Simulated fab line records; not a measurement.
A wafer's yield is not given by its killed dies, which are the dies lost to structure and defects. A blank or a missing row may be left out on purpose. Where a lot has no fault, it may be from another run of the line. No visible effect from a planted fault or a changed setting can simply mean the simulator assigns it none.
Which tool is to blame? :: flow sky130 :: 24 lots, 72 wafers sampled, at 6 steps of a route of 708

## WHAT THE GAUGES READ, wafer by wafer
SKY_VIA2_OVL_MEAS_13. Usual: VIA2_OVL typically reads 3 nm, with standard deviation 5.9.
lot: L074
measured: day 36 21:25
on: overlay-01
VIA2_OVL (nm): 0 8 3
flag: 

lot: L075
measured: day 36 22:19
on: overlay-02
VIA2_OVL (nm): 0 3 -4
flag: 

lot: L076
measured: day 37 00:04
on: overlay-02
VIA2_OVL (nm): 7 1 -1
flag: 

lot: L078
measured: day 37 21:55
on: overlay-01
VIA2_OVL (nm): 2 -2 2
flag: 

lot: L077
measured: day 37 22:49
on: overlay-02
VIA2_OVL (nm): 5 3 1
flag: 

lot: L080
measured: day 38 06:40
on: overlay-01
VIA2_OVL (nm): 10 -4 7
flag: 

lot: L079
measured: day 38 07:55
on: overlay-01
VIA2_OVL (nm): 14 8 14
flag: 

lot: L081
measured: day 38 14:55
on: overlay-01
VIA2_OVL (nm): 4 3 2
flag: 

lot: L082
measured: day 38 18:16
on: overlay-02
VIA2_OVL (nm): 1 3 4
flag: 

lot: L083
measured: day 39 04:59
on: overlay-02
VIA2_OVL (nm): 1 5 0
flag: 

lot: L084
measured: day 39 07:52
on: overlay-01
VIA2_OVL (nm): 1 -2 7
flag: 

lot: L085
measured: day 39 17:04
on: overlay-01
VIA2_OVL (nm): -2 -3 -7
flag: 

lot: L087
measured: day 40 00:42
on: overlay-01
VIA2_OVL (nm): 14 3 5
flag: 

lot: L086
measured: day 40 02:35
on: overlay-02
VIA2_OVL (nm): -6 -3 3
flag: 

lot: L088
measured: day 40 03:42
on: overlay-02
VIA2_OVL (nm): 3 -5 2
flag: 

lot: L089
measured: day 40 09:25
on: overlay-02
VIA2_OVL (nm): 8 9 4
flag: 

lot: L090
measured: day 40 20:21
on: overlay-01
VIA2_OVL (nm): 10 0 4
flag: 

lot: L091
measured: day 41 17:10
on: overlay-02
VIA2_OVL (nm): -15 -7 -11
flag: 

lot: L092
measured: day 41 18:40
on: overlay-01
VIA2_OVL (nm): -3 -7 -7
flag: 

lot: L093
measured: day 42 01:32
on: overlay-01
VIA2_OVL (nm): 4 4 9
flag: 

lot: L094
measured: day 42 03:01
on: overlay-02
VIA2_OVL (nm): 7 11 2
flag: 

lot: L095
measured: day 42 16:40
on: overlay-01
VIA2_OVL (nm): 17 15 10
flag: 

lot: L096
measured: day 42 21:41
on: overlay-01
VIA2_OVL (nm): 6 7 17
flag: 

lot: L097
measured: day 42 22:01
on: overlay-01
VIA2_OVL (nm): -1 2 -2
flag: 

SKY_PASSIVATION_THK_MEAS_03. Usual: PASSIVATION_CVD_02_THK typically reads 540 nm, with standard deviation 8.1.
lot: L074
measured: day 44 06:56
on: film-metro-03
PASSIVATION_CVD_02_THK (nm): 533 544 545
flag: 

lot: L075
measured: day 44 09:10
on: film-metro-02
PASSIVATION_CVD_02_THK (nm): 529 526 541
flag: 

lot: L076
measured: day 44 10:21
on: film-metro-01
PASSIVATION_CVD_02_THK (nm): 539 535 550
flag: 

lot: L078
measured: day 45 05:28
on: film-metro-03
PASSIVATION_CVD_02_THK (nm): 551 551 537
flag: 

lot: L077
measured: day 45 06:29
on: film-metro-03
PASSIVATION_CVD_02_THK (nm): 535 526 537
flag: 

lot: L080
measured: day 45 13:16
on: film-metro-02
PASSIVATION_CVD_02_THK (nm): 536 564 544
flag: 

lot: L079
measured: day 45 13:56
on: film-metro-02
PASSIVATION_CVD_02_THK (nm): 530 540 542
flag: 

lot: L081
measured: day 45 20:36
on: film-metro-02
PASSIVATION_CVD_02_THK (nm): 537 538 561
flag: 

lot: L082
measured: day 45 23:45
on: film-metro-03
PASSIVATION_CVD_02_THK (nm): 527 549 543
flag: 

lot: L083
measured: day 46 07:29
on: film-metro-03
PASSIVATION_CVD_02_THK (nm): 562 545 543
flag: 

lot: L084
measured: day 46 10:56
on: film-metro-03
PASSIVATION_CVD_02_THK (nm): 529 544 551
flag: 

lot: L085
measured: day 46 17:06
on: film-metro-01
PASSIVATION_CVD_02_THK (nm): 529 540 545
flag: 

lot: L087
measured: day 46 23:38
on: film-metro-03
PASSIVATION_CVD_02_THK (nm): 529 538 540
flag: 

lot: L086
measured: day 47 02:55
on: film-metro-02
PASSIVATION_CVD_02_THK (nm): 539 538 540
flag: 

lot: L088
measured: day 47 03:09
on: film-metro-03
PASSIVATION_CVD_02_THK (nm): 536 547 554
flag: 

lot: L089
measured: day 47 06:33
on: film-metro-03
PASSIVATION_CVD_02_THK (nm): 531 539 548
flag: 

lot: L090
measured: day 47 18:47
on: film-metro-02
PASSIVATION_CVD_02_THK (nm): 544 534 542
flag: 

lot: L091
measured: day 48 12:41
on: film-metro-02
PASSIVATION_CVD_02_THK (nm): 526 528 543
flag: 

lot: L092
measured: day 48 14:04
on: film-metro-02
PASSIVATION_CVD_02_THK (nm): 527 542 538
flag: 

lot: L093
measured: day 48 17:02
on: film-metro-02
PASSIVATION_CVD_02_THK (nm): 532 546 548
flag: 

lot: L094
measured: day 48 17:33
on: film-metro-01
PASSIVATION_CVD_02_THK (nm): 541 534 548
flag: 

lot: L095
measured: day 49 03:40
on: film-metro-02
PASSIVATION_CVD_02_THK (nm): 531 543 544
flag: 

lot: L096
measured: day 49 05:20
on: film-metro-02
PASSIVATION_CVD_02_THK (nm): 534 529 544
flag: 

lot: L097
measured: day 49 05:52
on: film-metro-03
PASSIVATION_CVD_02_THK (nm): 531 544 550
flag: 

## EACH LOT AND THE TOOL THAT RAN IT (in order: tool; ch and the chambers of the sampled wafers; start)
lot: L074
SKY_METAL2_SPUTTER_03: pvd-sputter-04, day 34 16:07
SKY_VIA3_CMP_02: cmp-01 ch 1,2,3, day 39 04:20
SKY_METAL4_SPUTTER_00: pvd-sputter-02, day 40 06:22
SKY_VIA4_CMP_02: cmp-01 ch 0,2, day 42 07:29

lot: L075
SKY_METAL2_SPUTTER_03: pvd-sputter-01, day 34 16:17
SKY_VIA3_CMP_02: cmp-02 ch 0,1,3, day 39 05:14
SKY_METAL4_SPUTTER_00: pvd-sputter-03, day 40 07:31
SKY_VIA4_CMP_02: cmp-02 ch 0,2,3, day 42 08:56

lot: L076
SKY_METAL2_SPUTTER_03: pvd-sputter-01, day 34 19:17
SKY_VIA3_CMP_02: cmp-01 ch 1,2,3, day 39 05:59
SKY_METAL4_SPUTTER_00: pvd-sputter-02, day 40 08:09
SKY_VIA4_CMP_02: cmp-01 ch 0,2,3, day 42 09:13

lot: L078
SKY_METAL2_SPUTTER_03: pvd-sputter-04, day 35 16:03
SKY_VIA3_CMP_02: cmp-01 ch 0,2,3, day 40 02:57
SKY_METAL4_SPUTTER_00: pvd-sputter-03, day 41 04:26
SKY_VIA4_CMP_02: cmp-02 ch 0,2,3, day 43 06:10

lot: L077
SKY_METAL2_SPUTTER_03: pvd-sputter-02, day 35 17:35
SKY_VIA3_CMP_02: cmp-02 ch 0,2, day 40 04:14
SKY_METAL4_SPUTTER_00: pvd-sputter-03, day 41 05:47
SKY_VIA4_CMP_02: cmp-02 ch 1,2,3, day 43 06:44

lot: L080
SKY_METAL2_SPUTTER_03: pvd-sputter-01, day 36 01:35
SKY_VIA3_CMP_02: cmp-02 ch 0,3, day 40 11:57
SKY_METAL4_SPUTTER_00: pvd-sputter-03, day 41 13:29
SKY_VIA4_CMP_02: cmp-01 ch 1,2,3, day 43 14:08

lot: L079
SKY_METAL2_SPUTTER_03: pvd-sputter-04, day 36 03:04
SKY_VIA3_CMP_02: cmp-02 ch 0,3, day 40 12:49
SKY_METAL4_SPUTTER_00: pvd-sputter-03, day 41 14:37
SKY_VIA4_CMP_02: cmp-01 ch 0,1,2, day 43 15:40

lot: L081
SKY_METAL2_SPUTTER_03: pvd-sputter-04, day 36 09:50
SKY_VIA3_CMP_02: cmp-01 ch 0,2,3, day 40 18:39
SKY_METAL4_SPUTTER_00: pvd-sputter-02, day 41 23:25
SKY_VIA4_CMP_02: cmp-02 ch 2,3, day 43 22:23

lot: L082
SKY_METAL2_SPUTTER_03: pvd-sputter-04, day 36 12:41
SKY_VIA3_CMP_02: cmp-01 ch 1,2, day 40 21:56
SKY_METAL4_SPUTTER_00: pvd-sputter-04, day 42 02:11
SKY_VIA4_CMP_02: cmp-02 ch 0,2, day 44 02:23

lot: L083
SKY_METAL2_SPUTTER_03: pvd-sputter-02, day 37 01:07
SKY_VIA3_CMP_02: cmp-02 ch 0,1,3, day 41 08:38
SKY_METAL4_SPUTTER_00: pvd-sputter-03, day 42 09:13
SKY_VIA4_CMP_02: cmp-01 ch 0,1,3, day 44 09:17

lot: L084
SKY_METAL2_SPUTTER_03: pvd-sputter-04, day 37 03:31
SKY_VIA3_CMP_02: cmp-02 ch 0,1,3, day 41 12:26
SKY_METAL4_SPUTTER_00: pvd-sputter-03, day 42 12:55
SKY_VIA4_CMP_02: cmp-01 ch 0,2,3, day 44 13:08

lot: L085
SKY_METAL2_SPUTTER_03: pvd-sputter-01, day 37 13:25
SKY_VIA3_CMP_02: cmp-01 ch 2,3, day 41 20:58
SKY_METAL4_SPUTTER_00: pvd-sputter-04, day 42 21:58
SKY_VIA4_CMP_02: cmp-01 ch 2,3, day 44 20:07

lot: L087
SKY_METAL2_SPUTTER_03: pvd-sputter-02, day 37 20:34
SKY_VIA3_CMP_02: cmp-02 ch 0,1,3, day 42 03:34
SKY_METAL4_SPUTTER_00: pvd-sputter-02, day 43 04:44
SKY_VIA4_CMP_02: cmp-01 ch 0,1,3, day 45 03:24

lot: L086
SKY_METAL2_SPUTTER_03: pvd-sputter-04, day 37 22:04
SKY_VIA3_CMP_02: cmp-01 ch 0,2,3, day 42 06:04
SKY_METAL4_SPUTTER_00: pvd-sputter-04, day 43 06:56
SKY_VIA4_CMP_02: cmp-01 ch 0,1,2, day 45 06:02

lot: L088
SKY_METAL2_SPUTTER_03: pvd-sputter-01, day 38 00:43
SKY_VIA3_CMP_02: cmp-02 ch 1,2, day 42 06:44
SKY_METAL4_SPUTTER_00: pvd-sputter-02, day 43 07:35
SKY_VIA4_CMP_02: cmp-02 ch 0,1, day 45 06:15

lot: L089
SKY_METAL2_SPUTTER_03: pvd-sputter-01, day 38 05:58
SKY_VIA3_CMP_02: cmp-01 ch 1,2,3, day 42 12:20
SKY_METAL4_SPUTTER_00: pvd-sputter-02, day 43 12:34
SKY_VIA4_CMP_02: cmp-02 ch 1,2,3, day 45 10:59

lot: L090
SKY_METAL2_SPUTTER_03: pvd-sputter-04, day 38 17:45
SKY_VIA3_CMP_02: cmp-02 ch 1,2,3, day 42 23:25
SKY_METAL4_SPUTTER_00: pvd-sputter-03, day 43 23:31
SKY_VIA4_CMP_02: cmp-01 ch 0,2,3, day 45 20:54

lot: L091
SKY_METAL2_SPUTTER_03: pvd-sputter-04, day 39 14:38
SKY_VIA3_CMP_02: cmp-02 ch 0,3, day 43 18:44
SKY_METAL4_SPUTTER_00: pvd-sputter-03, day 44 19:07
SKY_VIA4_CMP_02: cmp-02 ch 0,2, day 46 20:13

lot: L092
SKY_METAL2_SPUTTER_03: pvd-sputter-04, day 39 16:04
SKY_VIA3_CMP_02: cmp-02 ch 0,1,2, day 43 20:27
SKY_METAL4_SPUTTER_00: pvd-sputter-02, day 44 20:46
SKY_VIA4_CMP_02: cmp-02 ch 0,1,2, day 46 20:46

lot: L093
SKY_METAL2_SPUTTER_03: pvd-sputter-04, day 39 23:55
SKY_VIA3_CMP_02: cmp-02 ch 0,2, day 44 03:35
SKY_METAL4_SPUTTER_00: pvd-sputter-04, day 45 02:55
SKY_VIA4_CMP_02: cmp-01 ch 1,3, day 46 23:40

lot: L094
SKY_METAL2_SPUTTER_03: pvd-sputter-02, day 40 01:43
SKY_VIA3_CMP_02: cmp-02 ch 0,2, day 44 04:21
SKY_METAL4_SPUTTER_00: pvd-sputter-02, day 45 03:54
SKY_VIA4_CMP_02: cmp-01 ch 0,3, day 47 00:01

lot: L095
SKY_METAL2_SPUTTER_03: pvd-sputter-04, day 40 15:45
SKY_VIA3_CMP_02: cmp-01 ch 0,1, day 44 16:53
SKY_METAL4_SPUTTER_00: pvd-sputter-04, day 45 15:50
SKY_VIA4_CMP_02: cmp-01 ch 1,2, day 47 12:05

lot: L096
SKY_METAL2_SPUTTER_03: pvd-sputter-01, day 40 18:32
SKY_VIA3_CMP_02: cmp-02 ch 0,1,3, day 44 22:15
SKY_METAL4_SPUTTER_00: pvd-sputter-03, day 45 21:53
SKY_VIA4_CMP_02: cmp-01 ch 0,2,3, day 47 15:23

lot: L097
SKY_METAL2_SPUTTER_03: pvd-sputter-04, day 40 19:14
SKY_VIA3_CMP_02: cmp-01 ch 1,3, day 44 22:36
SKY_METAL4_SPUTTER_00: pvd-sputter-04, day 45 22:07
SKY_VIA4_CMP_02: cmp-02 ch 0,1, day 47 15:41
- SKY_METAL2_SPUTTER_03: material Ti, target thk 5 nm, time 3.3 s.
- SKY_VIA3_CMP_02: polishes SiO2.
- SKY_METAL4_SPUTTER_00: material Ti, target thk 15 nm, time 10 s.
- SKY_VIA4_CMP_02: polishes SiO2.

## WHAT THE TOOLS THEMSELVES READ (means of the sampled wafers that have a number; where no wafer has one, the mark that the record gives instead)
SKY_METAL2_SPUTTER_03. Usual: 30.1 % for throttle-valve-pct, sd 0.98.
lot: L074
tool: pvd-sputter-04
throttle-valve-pct (%): 30.4
flag: 

lot: L075
tool: pvd-sputter-01
throttle-valve-pct (%): 30.5
flag: 

lot: L076
tool: pvd-sputter-01
throttle-valve-pct (%): 30.3
flag: 

lot: L078
tool: pvd-sputter-04
throttle-valve-pct (%): 29.3
flag: 

lot: L077
tool: pvd-sputter-02
throttle-valve-pct (%): 30.2
flag: 

lot: L080
tool: pvd-sputter-01
throttle-valve-pct (%): 30.6
flag: 

lot: L079
tool: pvd-sputter-04
throttle-valve-pct (%): 29.5
flag: 

lot: L081
tool: pvd-sputter-04
throttle-valve-pct (%): 30.8
flag: 

lot: L082
tool: pvd-sputter-04
throttle-valve-pct (%): 29.5
flag: 

lot: L083
tool: pvd-sputter-02
throttle-valve-pct (%): 29.7
flag: 

lot: L084
tool: pvd-sputter-04
throttle-valve-pct (%): 29.9
flag: 

lot: L085
tool: pvd-sputter-01
throttle-valve-pct (%): 30.9
flag: 

lot: L087
tool: pvd-sputter-02
throttle-valve-pct (%): 30.1
flag: 

lot: L086
tool: pvd-sputter-04
throttle-valve-pct (%): 29.8
flag: 

lot: L088
tool: pvd-sputter-01
throttle-valve-pct (%): 30.6
flag: 

lot: L089
tool: pvd-sputter-01
throttle-valve-pct (%): 30.5
flag: 

lot: L090
tool: pvd-sputter-04
throttle-valve-pct (%): 29.9
flag: 

lot: L091
tool: pvd-sputter-04
throttle-valve-pct (%): 30.9
flag: 

lot: L092
tool: pvd-sputter-04
throttle-valve-pct (%): 29.7
flag: 

lot: L093
tool: pvd-sputter-04
throttle-valve-pct (%): 30.7
flag: 

lot: L094
tool: pvd-sputter-02
throttle-valve-pct (%): 29.6
flag: 

lot: L095
tool: pvd-sputter-04
throttle-valve-pct (%): 30.7
flag: 

lot: L096
tool: pvd-sputter-01
throttle-valve-pct (%): 31.0
flag: 

lot: L097
tool: pvd-sputter-04
throttle-valve-pct (%): 29.7
flag: 

SKY_VIA3_CMP_02. Usual: 12.0 A for motor-current-A, sd 1.5.
lot: L074
tool: cmp-01
motor-current-A (A): 11.5
flag: 

lot: L075
tool: cmp-02
motor-current-A (A): 11.3
flag: 

lot: L076
tool: cmp-01
motor-current-A (A): 11.5
flag: 

lot: L078
tool: cmp-01
motor-current-A (A): 13.1
flag: 

lot: L077
tool: cmp-02
motor-current-A (A): 12.5
flag: 

lot: L080
tool: cmp-02
motor-current-A (A): 12.0
flag: 

lot: L079
tool: cmp-02
motor-current-A (A): 11.3
flag: 

lot: L081
tool: cmp-01
motor-current-A (A): 13.3
flag: 

lot: L082
tool: cmp-01
motor-current-A (A): 10.9
flag: 

lot: L083
tool: cmp-02
motor-current-A (A): 11.9
flag: 

lot: L084
tool: cmp-02
motor-current-A (A): 11.7
flag: 

lot: L085
tool: cmp-01
motor-current-A (A): 12.6
flag: 

lot: L087
tool: cmp-02
motor-current-A (A): 11.2
flag: 

lot: L086
tool: cmp-01
motor-current-A (A): 12.9
flag: 

lot: L088
tool: cmp-02
motor-current-A (A): 11.5
flag: 

lot: L089
tool: cmp-01
motor-current-A (A): 11.8
flag: 

lot: L090
tool: cmp-02
motor-current-A (A): 11.1
flag: 

lot: L091
tool: cmp-02
motor-current-A (A): 11.2
flag: 

lot: L092
tool: cmp-02
motor-current-A (A): 11.6
flag: 

lot: L093
tool: cmp-02
motor-current-A (A): 12.2
flag: 

lot: L094
tool: cmp-02
motor-current-A (A): 12.3
flag: 

lot: L095
tool: cmp-01
motor-current-A (A): 13.4
flag: 

lot: L096
tool: cmp-02
motor-current-A (A): 11.4
flag: 

lot: L097
tool: cmp-01
motor-current-A (A): 10.9
flag: 

SKY_METAL4_SPUTTER_00. Usual: 29.5 % for throttle-valve-pct, sd 1.2.
lot: L074
tool: pvd-sputter-02
throttle-valve-pct (%): 29.9
flag: 

lot: L075
tool: pvd-sputter-03
throttle-valve-pct (%): 28.3
flag: 

lot: L076
tool: pvd-sputter-02
throttle-valve-pct (%): 30.2
flag: 

lot: L078
tool: pvd-sputter-03
throttle-valve-pct (%): 28.2
flag: 

lot: L077
tool: pvd-sputter-03
throttle-valve-pct (%): 29.6
flag: 

lot: L080
tool: pvd-sputter-03
throttle-valve-pct (%): 28.7
flag: 

lot: L079
tool: pvd-sputter-03
throttle-valve-pct (%): 29.8
flag: 

lot: L081
tool: pvd-sputter-02
throttle-valve-pct (%): 29.9
flag: 

lot: L082
tool: pvd-sputter-04
throttle-valve-pct (%): 30.6
flag: 

lot: L083
tool: pvd-sputter-03
throttle-valve-pct (%): 28.4
flag: 

lot: L084
tool: pvd-sputter-03
throttle-valve-pct (%): 29.0
flag: 

lot: L085
tool: pvd-sputter-04
throttle-valve-pct (%): 29.5
flag: 

lot: L087
tool: pvd-sputter-02
throttle-valve-pct (%): 29.8
flag: 

lot: L086
tool: pvd-sputter-04
throttle-valve-pct (%): 29.8
flag: 

lot: L088
tool: pvd-sputter-02
throttle-valve-pct (%): 29.6
flag: 

lot: L089
tool: pvd-sputter-02
throttle-valve-pct (%): 30.0
flag: 

lot: L090
tool: pvd-sputter-03
throttle-valve-pct (%): 29.0
flag: 

lot: L091
tool: pvd-sputter-03
throttle-valve-pct (%): 29.2
flag: 

lot: L092
tool: pvd-sputter-02
throttle-valve-pct (%): 29.7
flag: 

lot: L093
tool: pvd-sputter-04
throttle-valve-pct (%): 30.7
flag: 

lot: L094
tool: pvd-sputter-02
throttle-valve-pct (%): 30.3
flag: 

lot: L095
tool: pvd-sputter-04
throttle-valve-pct (%): 28.9
flag: 

lot: L096
tool: pvd-sputter-03
throttle-valve-pct (%): 29.4
flag: 

lot: L097
tool: pvd-sputter-04
throttle-valve-pct (%): 30.1
flag: 

SKY_VIA4_CMP_02. Usual: 12.0 A for motor-current-A, sd 1.5.
lot: L074
tool: cmp-01
motor-current-A (A): 13.1
flag: 

lot: L075
tool: cmp-02
motor-current-A (A): 11.5
flag: 

lot: L076
tool: cmp-01
motor-current-A (A): 13.2
flag: 

lot: L078
tool: cmp-02
motor-current-A (A): 11.7
flag: 

lot: L077
tool: cmp-02
motor-current-A (A): 11.0
flag: 

lot: L080
tool: cmp-01
motor-current-A (A): 11.6
flag: 

lot: L079
tool: cmp-01
motor-current-A (A): 12.4
flag: 

lot: L081
tool: cmp-02
motor-current-A (A): 11.0
flag: 

lot: L082
tool: cmp-02
motor-current-A (A): 12.0
flag: 

lot: L083
tool: cmp-01
motor-current-A (A): 12.8
flag: 

lot: L084
tool: cmp-01
motor-current-A (A): 13.4
flag: 

lot: L085
tool: cmp-01
motor-current-A (A): 12.1
flag: 

lot: L087
tool: cmp-01
motor-current-A (A): 12.9
flag: 

lot: L086
tool: cmp-01
motor-current-A (A): 12.6
flag: 

lot: L088
tool: cmp-02
motor-current-A (A): 12.1
flag: 

lot: L089
tool: cmp-02
motor-current-A (A): 11.1
flag: 

lot: L090
tool: cmp-01
motor-current-A (A): 13.2
flag: 

lot: L091
tool: cmp-02
motor-current-A (A): 12.5
flag: 

lot: L092
tool: cmp-02
motor-current-A (A): 11.9
flag: 

lot: L093
tool: cmp-01
motor-current-A (A): 11.0
flag: 

lot: L094
tool: cmp-01
motor-current-A (A): 13.4
flag: 

lot: L095
tool: cmp-01
motor-current-A (A): 11.5
flag: 

lot: L096
tool: cmp-01
motor-current-A (A): 13.2
flag: 

lot: L097
tool: cmp-02
motor-current-A (A): 12.1
flag: 

## THE ANSWER, worked out from the rows above alone
Rule: a lot counts as off when the mean over its wafers that have a number is more than 3 standard deviations away from the usual mean. Also off: a lot with no number at a reading for which 4 or more lots have one. The other lots that the step has rows for count as sound. After the gauges, taken in route order, come the tools' own readings; for these a lot's mean is taken, as printed above. At the first step where some lot is off, the reading lying furthest off is the one used; lots without a number count as furthest.
No lot is off at any reading shown: from this, nothing can be told.

## WHAT THE SIMULATOR HAD INSERTED
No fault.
